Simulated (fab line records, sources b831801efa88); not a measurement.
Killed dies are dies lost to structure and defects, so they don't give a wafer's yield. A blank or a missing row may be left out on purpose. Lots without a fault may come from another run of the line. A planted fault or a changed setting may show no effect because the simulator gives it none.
fab line records | flow sky130
record lots=6 wafers=18 last_day=50
route steps=708 shown SONOS_TUNNEL@156 SONOS_ONO@168 PAD_OPEN@708
lots that met no fault: from a run of the same line without faults
start_h: hours from the record's first day to the start of the lot's first wafer shown | wait_h: hours since the lot's step before | " the same as in the row above | L1.1+2: a row that stands for several wafers | - no value, or no start given | * or withheld: withheld | < > ~ a bound
route shown NAME@n: a module of which the file shows steps, and the number in the route of the first | usual: mean/standard deviation of fault-free wafers | same: alike in all rows | chamber/n: place in a boat | sites: the reading at each site | _std_site: their standard deviation | _edge_site: outer sites' mean less inner sites' | radius_mm: how far each site lies from the wafer's centre | mask NAME#n: copy n | behind: the tool/chamber that last shaped the wafer | hold: why the lot was held/for how many hours/how that ended | device: the transistor (n, p or np) that didn't switch | end of line: the same wafers' tests at the end of the route | a step without rows: its recipe alone | killed: dies lost to structure and defects at the first sort, not the wafer's yield | map: a wafer's dies, x killed, . not, _ none there
set.NAME: the setting as run; set.NAME@STEP: as run at that earlier step | model.NAME: the simulator's own value behind a step, which no gauge read
lots at some steps of the route; a table a step, a row a wafer
services: from which hour (start_h, from the record's first day; less than 0 if before it) a tool's chamber was out of use, for how many hours, and why
## steps
# step SKY_SONOS_TUNNEL_COAT_02
# recipe resist=NOVOLAK spin_rpm=3000 resist_thk_nm=1140
# step SKY_SONOS_TUNNEL_SOFTBAKE_03
# recipe temp_c=90 time_s=60 resist=NOVOLAK
# step SKY_SONOS_TUNNEL_EXPOSE_04
# recipe mask_id=TUNM na=0.6 source_shape=conventional sigma_outer=0.6 polarization=unpolarized target_cd_nm=410 dose_mj=136
# step SKY_SONOS_TUNNEL_PEB_05
# recipe temp_c=withheld time_s=* resist=NOVOLAK
# step SKY_SONOS_TUNNEL_DEVELOP_06
# recipe resist=NOVOLAK developer=TMAH develop_time_s=60 dev_temp_c=23
# step SKY_SONOS_TUNNEL_CD_MEAS_07
# recipe target_cd_nm=410
# usual cd_nm=409.5/1.9
# columns lot.wafer tool chamber start_h wait_h cd_nm
L313.1 cd_sem-01 - 310.01 0.1 408.3
L313.3 " - " " 408.9
L313.6 " - " " 408.9
L315.1 cd_sem-02 - 319.50 0.1 407.7
L315.3 " - " " 407.4
L315.5 " - " " 407.4
L316.1 cd_sem-01 - 326.70 0.1 407.2
L316.2 " - " " 404.8
L316.3 " - " " 406.9
L323.1 cd_sem-01 - 385.55 0.1 411.8
L323.3 " - " " 408.7
L323.6 " - " " 408.7
L326.1 cd_sem-02 - 415.05 0.1 408.3
L326.2 " - " " 410.3
L326.5 " - " " 409.2
L329.1 cd_sem-01 - 439.50 0.1 409.8
L329.3 " - " " 405.9
L329.4 " - " " 409.4
# step SKY_SONOS_TUNNEL_OVL_MEAS_08
# usual SONOS_TUNNEL_OVL=1.0/1.3
# columns lot.wafer tool chamber start_h wait_h SONOS_TUNNEL_OVL[nm]
L313.1 overlay-02 - 310.13 0.1 0.9
L313.3 " - " " 1.0
L313.6 " - " " 1.9
L315.1 overlay-01 - 319.62 0.1 2.1
L315.3 " - " " 2.0
L315.5 " - " " 2.0
L316.1 overlay-01 - 326.82 0.1 0.7
L316.2 " - " " 1.5
L316.3 " - " " 2.5
L323.1 overlay-02 - 385.67 0.1 0.6
L323.3 " - " " 1.1
L323.6 " - " " 0.9
L326.1 overlay-02 - 415.17 0.1 -1.0
L326.2 " - " " -0.2
L326.5 " - " " -1.6
L329.1 overlay-02 - 439.62 0.1 -0.8
L329.3 " - " " -2.3
L329.4 " - " " -1.1
# step SKY_SONOS_TUNNEL_IMPLANT_09
# recipe species=B energy_kev=20 dose_cm2=1e+12 tilt_deg=withheld
# step SKY_SONOS_TUNNEL_WET_ETCH_10
# recipe chemistry=dHF target_depth_nm=14 target=SiO2 dilution=100:1 temp_c=25 time_s=280
# step SKY_SONOS_TUNNEL_STRIP_11
# recipe chemistry=SPM time_s=600 temp_c=130
# step SKY_SONOS_TUNNEL_TW_MEAS_12
# usual SONOS_TUNNEL_TW=197.7/1.1
# columns lot.wafer tool chamber start_h wait_h SONOS_TUNNEL_TW
L313.1 film_metro-02 - 310.95 0.0 197.5
L313.3 " - " " 197.8
L313.6 " - " " 197.4
L315.1 film_metro-01 - 320.08 0.0 196.3
L315.3 " - " " 196.7
L315.5 " - " " 197.0
L316.1 film_metro-03 - 327.27 0.0 197.8
L316.2 " - " " 196.9
L316.3 " - " " 195.8
L323.1 film_metro-01 - 386.29 0.0 197.4
L323.3 " - " " 198.5
L323.6 " - " " 197.1
L326.1 film_metro-03 - 415.66 0.0 197.2
L326.2 " - " " 197.1
L326.5 " - " " 196.9
L329.1 film_metro-01 - 440.24 0.0 198.1
L329.3 " - " " 197.6
L329.4 " - " " 198.3
# step SKY_SONOS_TUNNEL_CLEAN_13
# recipe chemistry=dHF time_s=20 dilution=100:1 dry=ipa_marangoni
# step SKY_SONOS_ONO_OXIDATION_00
# recipe temp_c=800 ambient=O2 idle_temp_c=700 ramp_up_c_per_min=10 ramp_down_c_per_min=3 stabilise_s=600 purge_s=300 target_thk_a=26 ox_time_s=1249
# usual spike_tc_bottom_C=820.6/0.96 spike_tc_centre_C=800.9/1 spike_tc_lower_C=801.8/1.1 spike_tc_upper_C=801.2/1.3 tube_center_temp_C=800.01/0.067 tube_center_temp_C_max=802.04/0.29 zone_power_lower_pct=14.5/1.8
# columns lot.wafer tool chamber start_h wait_h spike_tc_bottom_C spike_tc_centre_C spike_tc_lower_C spike_tc_upper_C tube_center_temp_C tube_center_temp_C_max zone_power_lower_pct model.SiO2_of_SONOS_ONO_OXIDATION_00.thk_nm
L313.1 furnace-02 0 311.16 0.1 820.4 799.7 803.4 799.2 800.1 801.91 15.8 2.613
L313.3 " 0 " " 821.4 800.7 800.5 802.2 800.04 802.16 15.9 2.59
L313.6 " 0 " " 823.4 799.5 801.6 801.9 799.97 801.68 15.8 2.604
L315.1 furnace-01 0 321.63 1.5 813.3 794.9 795.2 795.4 793.49 795.19 12.3 2.369
L315.3 " 0 " " 813.0 796.4 794.2 796.1 793.43 795.15 12.1 2.388
L315.5 " 0 " " 814.5 793.8 796.1 797.3 793.47 795.32 12.0 2.386
L316.1 furnace-01 0 329.38 2.0 813.3 794.1 795.1 794.3 793.46 795.81 12.1 2.277
L316.2 " 0 " " 814.0 795.2 797.4 796.0 793.41 795.07 12.2 2.31
L316.3 " 0 " " 811.9 794.3 796.1 796.0 793.44 795.26 12.0 2.34
L323.1 furnace-02 0 388.21 1.8 820.1 800.6 804.5 799.8 800.06 801.75 15.7 2.608
L323.3 " 0 " " 818.9 801.0 804.0 799.0 800.02 801.96 15.9 2.649
L323.6 " 0 " " 819.5 799.8 802.6 802.7 799.97 802.00 15.6 2.576
L326.1 furnace-01 0 416.93 1.2 820.8 799.5 801.7 802.7 799.97 801.91 12.2 2.607
L326.2 " 0 " " 821.5 802.1 802.0 800.6 799.97 802.03 12.2 2.628
L326.5 " 0 " " 820.8 801.4 801.3 802.0 800.04 801.93 12.3 2.613
L329.1 furnace-02 0 440.32 0.0 820.6 800.0 800.0 800.5 799.87 802.05 15.5 2.695
L329.3 " 0 " " 820.8 799.4 801.2 801.1 799.95 802.10 15.8 2.662
L329.4 " 0 " " 820.2 800.6 801.0 799.2 800.01 803.01 15.6 2.643
# step SKY_SONOS_ONO_THK_MEAS_01
# recipe reads=SiO2_of_SONOS_ONO_OXIDATION_00
# usual SONOS_ONO_OXIDATION_THK=2.59/0.059
# columns lot.wafer tool chamber start_h wait_h SONOS_ONO_OXIDATION_THK[nm]
L313.1 film_metro-04 - 312.50 0.0 2.56
L313.3 " - " " 2.57
L313.6 " - " " 2.64
L315.1 film_metro-03 - 322.98 0.0 2.36
L315.3 " - " " 2.36
L315.5 " - " " 2.42
L316.1 film_metro-03 - 330.72 0.0 2.28
L316.2 " - " " 2.30
L316.3 " - " " 2.35
L323.1 film_metro-04 - 389.55 0.0 2.60
L323.3 " - " " 2.68
L323.6 " - " " 2.58
L326.1 film_metro-04 - 418.28 0.0 2.60
L326.2 " - " " 2.63
L326.5 " - " " 2.58
L329.1 film_metro-03 - 441.66 0.0 2.69
L329.3 " - " " 2.68
L329.4 " - " " 2.63
# step SKY_SONOS_ONO_CVD_02
# recipe material=Si3N4 precursor=DCS/NH3 target_thk_nm=10.5 temp_c=770 time_s=180 pressure_mtorr=250
# step SKY_PAD_OPEN_PROBE_99
# usual killed_at_M0_to_M3=43/6.7 killed_at_M4_up=3.2/1.8 killed_at_contacts=25/5.2 killed_at_front_end=15/4.4 killed_at_other=0.2/0.4 killed_dies=87/9.3 killed_on_rim=17/4 killed_open=48/7.1 killed_short=39/6
# same gross_dies=492 killed_at_back_side=0
# columns lot.wafer tool chamber start_h wait_h killed_at_M0_to_M3 killed_at_M4_up killed_at_contacts killed_at_front_end killed_at_other killed_dies killed_on_rim killed_open killed_short model.etest.cap_ono.gate_log10_a_cm2 model.etest.cap_ono.tox_acc_nm model.etest.sonos_erased.vt_v model.etest.sonos_baked.vt_less_v
L313.1 prober-01 - 1120.18 0.1 43 4 20 12 0 79 13 52 27 -7.708 12.66 -2.344 -0.5318
L313.3 prober-01 - 1120.28 0.2 44 0 28 14 0 86 21 44 42 -7.897 12.89 -2.315 -0.4939
L313.6 prober-01 - 1120.43 0.2 42 2 21 23 0 88 14 43 45 -7.949 12.84 -2.295 -0.5371
L315.1 prober-02 - 1142.03 0.1 38 8 23 16 0 85 13 51 34 -8.109 12.96 -2.303 -0.506
L315.3 prober-02 - 1142.13 0.2 55 7 25 11 0 98 20 48 50 -8.276 13.19 -2.186 -0.4476
L315.5 prober-02 - 1142.23 0.2 45 7 27 17 0 96 22 47 49 -8.164 13.04 -2.267 -0.5022
L316.1 prober-02 - 1158.61 0.1 48 3 17 10 0 78 16 41 37 -7.629 12.62 -2.444 -0.5911
L316.2 prober-02 - 1158.66 0.1 40 1 20 13 0 74 9 41 33 -7.927 12.89 -2.33 -0.615
L316.3 prober-02 - 1158.71 0.2 48 2 17 16 0 83 14 44 39 -7.786 12.78 -2.374 -0.5283
L323.1 prober-02 - 1176.73 0.1 44 1 29 10 1 85 20 50 35 -7.844 12.82 -2.317 -0.5378
L323.3 prober-02 - 1176.83 0.2 37 1 26 19 0 83 22 38 45 -8.173 13.06 -2.168 -0.4831
L323.6 prober-02 - 1176.98 0.2 49 5 19 20 0 93 16 50 43 -8.066 13.03 -2.226 -0.4688
L326.1 prober-01 - 1188.72 0.1 51 4 38 12 0 105 19 51 54 -7.913 12.85 -2.29 -0.4859
L326.2 prober-01 - 1188.77 0.1 48 4 29 23 1 105 22 48 57 -7.897 12.81 -2.313 -0.4988
L326.5 prober-01 - 1188.92 0.2 47 7 22 15 0 91 19 55 36 -7.789 12.81 -2.28 -0.5688
L329.1 prober-02 - 1201.42 0.1 40 5 27 11 0 83 13 48 35 -8.012 12.95 -2.204 -0.4889
L329.3 prober-02 - 1201.52 0.2 52 2 21 7 1 83 16 49 34 -8.065 12.98 -2.221 -0.4899
L329.4 prober-02 - 1201.57 0.2 37 2 25 11 0 75 15 36 39 -7.927 12.9 -2.231 -0.4805
# killed by level:class
L313.1 VIA1:geometric_particle:open=12 VIA3:geometric_particle:open=7 CONTACT:geometric_particle:open=7 LI_CONTACT:geometric_particle:open=5 VIA2:geometric_particle:open=5 FIELD_ISO:geometric_particle:open=4 CONTACT:geometric_particle:short=4 VIA1:geometric_particle:short=4
L313.3 LI_CONTACT:geometric_particle:open=9 METAL1:geometric_particle:short=8 METAL2:geometric_particle:short=7 CONTACT:geometric_particle:short=7 CONTACT:geometric_particle:open=7 VIA3:geometric_particle:open=7 VIA2:geometric_particle:open=6 FIELD_ISO:geometric_particle:short=5
L313.6 FIELD_ISO:geometric_particle:open=10 VIA3:geometric_particle:short=10 VIA2:geometric_particle:open=7 CONTACT:geometric_particle:open=7 LI_CONTACT:geometric_particle:open=6 VIA2:geometric_particle:short=6 FIELD_ISO:geometric_particle:short=5 LOCAL_INTERCONNECT:geometric_particle:short=5
L315.1 CONTACT:geometric_particle:open=9 VIA1:geometric_particle:open=8 VIA3:geometric_particle:open=7 VIA2:geometric_particle:open=6 METAL4:geometric_particle:short=6 FIELD_ISO:geometric_particle:open=5 VIA2:geometric_particle:short=5 POLY_GATE:geometric_particle:short=4
L315.3 VIA1:geometric_particle:short=11 VIA3:geometric_particle:open=10 CONTACT:geometric_particle:open=8 VIA1:geometric_particle:open=8 VIA2:geometric_particle:short=6 LI_CONTACT:geometric_particle:open=5 CONTACT:geometric_particle:short=5 METAL1:geometric_particle:short=5
L315.5 CONTACT:geometric_particle:open=16 VIA1:geometric_particle:open=12 VIA1:geometric_particle:short=10 METAL2:geometric_particle:short=10 POLY_GATE:geometric_particle:short=6 METAL4:geometric_particle:short=5 LI_CONTACT:geometric_particle:open=4 FIELD_ISO:geometric_particle:open=3
L316.1 VIA3:geometric_particle:open=10 VIA1:geometric_particle:open=7 METAL1:geometric_particle:short=7 VIA2:geometric_particle:open=6 VIA2:geometric_particle:short=5 CONTACT:geometric_particle:open=5 POLY_GATE:geometric_particle:open=4 LI_CONTACT:geometric_particle:open=4
L316.2 VIA1:geometric_particle:open=9 CONTACT:geometric_particle:open=7 VIA2:geometric_particle:open=6 LI_CONTACT:geometric_particle:open=6 CONTACT:geometric_particle:short=4 VIA1:geometric_particle:short=4 METAL2:geometric_particle:short=4 VIA2:geometric_particle:short=4
L316.3 METAL1:geometric_particle:short=10 VIA3:geometric_particle:open=10 FIELD_ISO:geometric_particle:short=6 CONTACT:geometric_particle:open=6 VIA1:geometric_particle:open=6 VIA2:geometric_particle:open=6 LI_CONTACT:geometric_particle:open=5 FIELD_ISO:geometric_particle:open=4
L323.1 CONTACT:geometric_particle:open=18 VIA1:geometric_particle:open=9 METAL1:geometric_particle:short=8 CONTACT:geometric_particle:short=5 METAL2:geometric_particle:short=5 VIA2:geometric_particle:short=5 VIA3:geometric_particle:open=4 FIELD_ISO:geometric_particle:open=3
L323.3 METAL1:geometric_particle:short=10 CONTACT:geometric_particle:open=10 FIELD_ISO:geometric_particle:short=8 VIA2:geometric_particle:open=7 FIELD_ISO:geometric_particle:open=6 CONTACT:geometric_particle:short=6 LI_CONTACT:geometric_particle:open=4 VIA1:geometric_particle:open=4
L323.6 VIA1:geometric_particle:open=14 VIA3:geometric_particle:open=8 POLY_GATE:geometric_particle:short=6 LOCAL_INTERCONNECT:geometric_particle:short=6 METAL1:geometric_particle:short=6 VIA2:geometric_particle:open=5 METAL4:geometric_particle:short=5 FIELD_ISO:geometric_particle:open=4
L326.1 VIA1:geometric_particle:open=14 CONTACT:geometric_particle:open=13 CONTACT:geometric_particle:short=8 METAL1:geometric_particle:short=8 LI_CONTACT:geometric_particle:open=7 LOCAL_INTERCONNECT:geometric_particle:short=7 FIELD_ISO:geometric_particle:short=6 VIA3:geometric_particle:short=6
L326.2 VIA1:geometric_particle:open=10 FIELD_ISO:geometric_particle:short=9 CONTACT:geometric_particle:open=8 CONTACT:geometric_particle:short=8 VIA3:geometric_particle:open=7 LOCAL_INTERCONNECT:geometric_particle:short=7 VIA1:geometric_particle:short=6 VIA2:geometric_particle:open=6
L326.5 VIA1:geometric_particle:open=12 CONTACT:geometric_particle:open=10 VIA2:geometric_particle:open=8 FIELD_ISO:geometric_particle:open=7 METAL1:geometric_particle:short=7 METAL2:geometric_particle:short=5 VIA3:geometric_particle:open=5 LI_CONTACT:geometric_particle:open=4
L329.1 CONTACT:geometric_particle:open=10 VIA3:geometric_particle:open=7 METAL2:geometric_particle:short=7 LI_CONTACT:geometric_particle:open=6 VIA1:geometric_particle:short=6 CONTACT:geometric_particle:short=5 VIA2:geometric_particle:open=5 FIELD_ISO:geometric_particle:open=4
L329.3 VIA2:geometric_particle:open=11 VIA1:geometric_particle:open=9 LI_CONTACT:geometric_particle:open=8 CONTACT:geometric_particle:open=7 METAL2:geometric_particle:short=6 VIA3:geometric_particle:open=6 VIA1:geometric_particle:short=5 METAL1:geometric_particle:short=4
L329.4 LI_CONTACT:geometric_particle:open=9 METAL2:geometric_particle:short=7 CONTACT:geometric_particle:open=6 VIA1:geometric_particle:open=5 LOCAL_INTERCONNECT:geometric_particle:short=5 METAL1:geometric_particle:short=4 VIA3:geometric_particle:open=4 METAL3:geometric_particle:short=4
## services
# columns tool chamber start_h hours kind
furnace-02 - 335.85 4.4 pm
furnace-01 - 402.94 3.5 pm
furnace-01 - 437.97 1.5 pm
## key
first_sign step=SKY_SONOS_ONO_OXIDATION_00 reading=tube_center_temp_C direction=down sigmas=82 usual=* struck=*
effect step=SKY_SONOS_ONO_OXIDATION_00 reading=tube_center_temp_C_max direction=down sigmas=23 usual=* struck=*
effect step=SKY_SONOS_ONO_THK_MEAS_01 reading=SONOS_ONO_OXIDATION_THK direction=down sigmas=4.2 usual=2.59 struck=2.35
model_effect step=SKY_SONOS_ONO_OXIDATION_00 value=SiO2_of_SONOS_ONO_OXIDATION_00.thk_nm without=2.58 struck=2.345
model_effect step=SKY_PAD_OPEN_PROBE_99 value=etest.cap_ono.gate_log10_a_cm2 without=-8.285 struck=-7.982
met_at SKY_SONOS_ONO_OXIDATION_00
struck_wafers L315.1,L315.3,L315.5,L316.1,L316.2,L316.3
tester_left_out L315,L316
fault kind=process_parameter_drift tool=furnace-01 chamber=- onset_h=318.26 steps=SKY_SONOS_ONO_OXIDATION_00 channel=temp_c offset=* shape=step end_h=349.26 acts_in=* stated=*
# tester_left_out: of these lots the tester's yield and bins aren't shown, on N5 and GAA mostly nor the transistor test; their killed dies are dies lost to structure and defects alone, not to doping, threshold or leakage, so they don't give the yield
